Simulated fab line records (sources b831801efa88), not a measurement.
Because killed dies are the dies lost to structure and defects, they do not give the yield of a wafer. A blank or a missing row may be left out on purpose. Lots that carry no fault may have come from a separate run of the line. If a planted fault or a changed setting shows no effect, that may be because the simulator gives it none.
The tool behind it: which one? | flow sky130 | Sampling: 13 lots, 39 wafers, 4 of 708 route steps

## WHAT THE GAUGES READ, wafer by wafer
SKY_METAL2_THK_MEAS_06: measures by xrf. Usual: for METAL2_ALCU_THK the level is 251.9 nm and the standard deviation is 2.8.
lot  | measured     | on            | METAL2_ALCU_THK (nm) | flag
L600 | day 33 19:47 | film-metro-01 | 252.0 246.6 252.6    |
L601 | day 34 02:05 | film-metro-01 | 252.7 251.5 251.8    |
L602 | day 34 18:35 | film-metro-01 | 251.0 256.7 255.0    |
L605 | day 35 11:17 | film-metro-03 | 253.7 253.6 254.3    |
L606 | day 36 04:52 | film-metro-01 | 252.4 252.4 253.3    |
L611 | day 37 14:13 | film-metro-04 | 253.6 250.5 251.3    |
L612 | day 37 19:29 | film-metro-04 | 246.4 248.9 250.4    |
L613 | day 38 01:47 | film-metro-03 | 248.0 250.3 250.8    |
L617 | day 39 02:26 | film-metro-04 | 247.6 245.9 247.1    |
L618 | day 39 12:43 | film-metro-01 | 255.2 253.2 258.5    |
L620 | day 40 02:55 | film-metro-01 | 253.8 248.0 252.0    |
L621 | day 40 07:58 | film-metro-03 | 249.2 249.7 247.1    |
L623 | day 40 17:11 | film-metro-01 | 252.8 255.4 253.7    |

## WHICH TOOL RAN EACH LOT (tool, then ch and the chambers of the sampled wafers, then the start)
lot  | SKY_LDD_P_DEVELOP_06              | SKY_METAL1_SPUTTER_01        | SKY_METAL2_SPUTTER_04
L600 | litho-track-04 ch 0, day 18 19:39 | pvd-sputter-03, day 31 10:02 | pvd-sputter-04, day 33 19:37
L601 | litho-track-03 ch 0, day 19 03:58 | pvd-sputter-03, day 31 17:49 | pvd-sputter-02, day 34 01:55
L602 | litho-track-02 ch 0, day 20 00:25 | pvd-sputter-03, day 32 09:54 | pvd-sputter-02, day 34 18:25
L605 | litho-track-02 ch 0, day 20 21:35 | pvd-sputter-02, day 33 04:27 | pvd-sputter-02, day 35 11:07
L606 | litho-track-04 ch 0, day 21 15:51 | pvd-sputter-02, day 33 21:27 | pvd-sputter-04, day 36 04:41
L611 | litho-track-03 ch 0, day 23 05:46 | pvd-sputter-02, day 35 06:17 | pvd-sputter-01, day 37 14:02
L612 | litho-track-04 ch 0, day 23 13:00 | pvd-sputter-04, day 35 12:30 | pvd-sputter-04, day 37 19:19
L613 | litho-track-04 ch 0, day 23 20:21 | pvd-sputter-04, day 35 18:54 | pvd-sputter-02, day 38 01:37
L617 | litho-track-02 ch 0, day 25 04:50 | pvd-sputter-03, day 36 20:43 | pvd-sputter-04, day 39 02:16
L618 | litho-track-03 ch 0, day 25 13:01 | pvd-sputter-04, day 37 07:27 | pvd-sputter-01, day 39 12:33
L620 | litho-track-02 ch 0, day 26 06:38 | pvd-sputter-02, day 37 22:10 | pvd-sputter-04, day 40 02:44
L621 | litho-track-02 ch 0, day 26 14:26 | pvd-sputter-04, day 38 02:20 | pvd-sputter-01, day 40 07:47
L623 | litho-track-03 ch 0, day 27 01:55 | pvd-sputter-03, day 38 13:17 | pvd-sputter-02, day 40 17:01
- SKY_LDD_P_DEVELOP_06: develop time 60 s.
- SKY_METAL1_SPUTTER_01: material TiN, target thk 20 nm, time 16.7 s.
- SKY_METAL2_SPUTTER_04: material TiN, target thk 70 nm, time 58.3 s.

## AS READ BY THE TOOLS THEMSELVES (means over the sampled wafers that have a number; for cases with no such wafer, the mark the record gives instead)
SKY_LDD_P_DEVELOP_06. Usual: developer-temp-C 23.00 C, standard deviation 0.11; exhaust-pa 45.1 Pa, standard deviation 0.94.
lot  | tool           | developer-temp-C (C) | exhaust-pa (Pa) | flag
L600 | litho-track-04 | 23.11                | 45.9            |
L601 | litho-track-03 | 22.83                | 43.9            |
L602 | litho-track-02 | 23.13                | 44.3            |
L605 | litho-track-02 | 22.93                | 44.9            |
L606 | litho-track-04 | 23.10                | 44.2            |
L611 | litho-track-03 | 22.99                | 45.1            |
L612 | litho-track-04 | 25.26                | 44.4            | OFF
L613 | litho-track-04 | 25.23                | 45.9            | OFF
L617 | litho-track-02 | 22.95                | 44.8            |
L618 | litho-track-03 | 23.03                | 46.2            |
L620 | litho-track-02 | 23.07                | 44.6            |
L621 | litho-track-02 | 23.04                | 44.8            |
L623 | litho-track-03 | 22.93                | 44.0            |

SKY_METAL1_SPUTTER_01. Usual: throttle-valve-pct 29.6 %, standard deviation 0.67.
lot  | tool           | throttle-valve-pct (%) | flag
L600 | pvd-sputter-03 | 29.7                   |
L601 | pvd-sputter-03 | 29.7                   |
L602 | pvd-sputter-03 | 29.4                   |
L605 | pvd-sputter-02 | 29.6                   |
L606 | pvd-sputter-02 | 30.0                   |
L611 | pvd-sputter-02 | 30.0                   |
L612 | pvd-sputter-04 | 29.4                   |
L613 | pvd-sputter-04 | 29.9                   |
L617 | pvd-sputter-03 | 29.2                   |
L618 | pvd-sputter-04 | 29.2                   |
L620 | pvd-sputter-02 | 29.9                   |
L621 | pvd-sputter-04 | 29.9                   |
L623 | pvd-sputter-03 | 28.9                   |

SKY_METAL2_SPUTTER_04. Usual: throttle-valve-pct 29.8 %, standard deviation 0.94.
lot  | tool           | throttle-valve-pct (%) | flag
L600 | pvd-sputter-04 | 29.8                   |
L601 | pvd-sputter-02 | 30.2                   |
L602 | pvd-sputter-02 | 30.0                   |
L605 | pvd-sputter-02 | 29.8                   |
L606 | pvd-sputter-04 | 29.7                   |
L611 | pvd-sputter-01 | 30.9                   |
L612 | pvd-sputter-04 | 29.3                   |
L613 | pvd-sputter-02 | 29.4                   |
L617 | pvd-sputter-04 | 29.6                   |
L618 | pvd-sputter-01 | 31.5                   |
L620 | pvd-sputter-04 | 29.9                   |
L621 | pvd-sputter-01 | 31.3                   |
L623 | pvd-sputter-02 | 29.7                   |

## THE ANSWER, worked out from the rows above alone
Rule: take the mean of a lot's wafers that have a number; if it is more than 3 standard deviations from the usual mean, the lot is off. A lot without any number at a reading at which 4 lots or more have one is off too. The other lots that the step has rows for count as sound. After the gauges, taken in route order, come the tools' own readings; for these a lot's mean is taken, as printed above. The first step at which some lot is off is used, and at that step the reading that is off furthest; a lot without a number counts as furthest.
Off: L612, L613, at SKY_LDD_P_DEVELOP_06 (developer-temp-C).
A tool fits if, at that step or a process step before it, it ran every lot that is off, and no sound lot after the first of them. One fits: litho-track-04 at SKY_LDD_P_DEVELOP_06. A fault onset in the window from L606 (day 21 15:51, its last sound lot) to L612 (day 23 13:00, its first lot off) fits.
The tool's own readings at SKY_LDD_P_DEVELOP_06 bear it out: on the lots that are off they differ by more than 5 times the standard deviation of the sound lots' means. developer-temp-C reads 25.25 C there against 23.01 C on the sound lots.

## WHAT HAD BEEN PUT IN BY THE SIMULATOR
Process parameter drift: litho-track-04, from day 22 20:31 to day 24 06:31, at SKY_LDD_P_DEVELOP_06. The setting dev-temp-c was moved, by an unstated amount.
Struck lots among those shown: L612, L613. Same finding as the rule above.
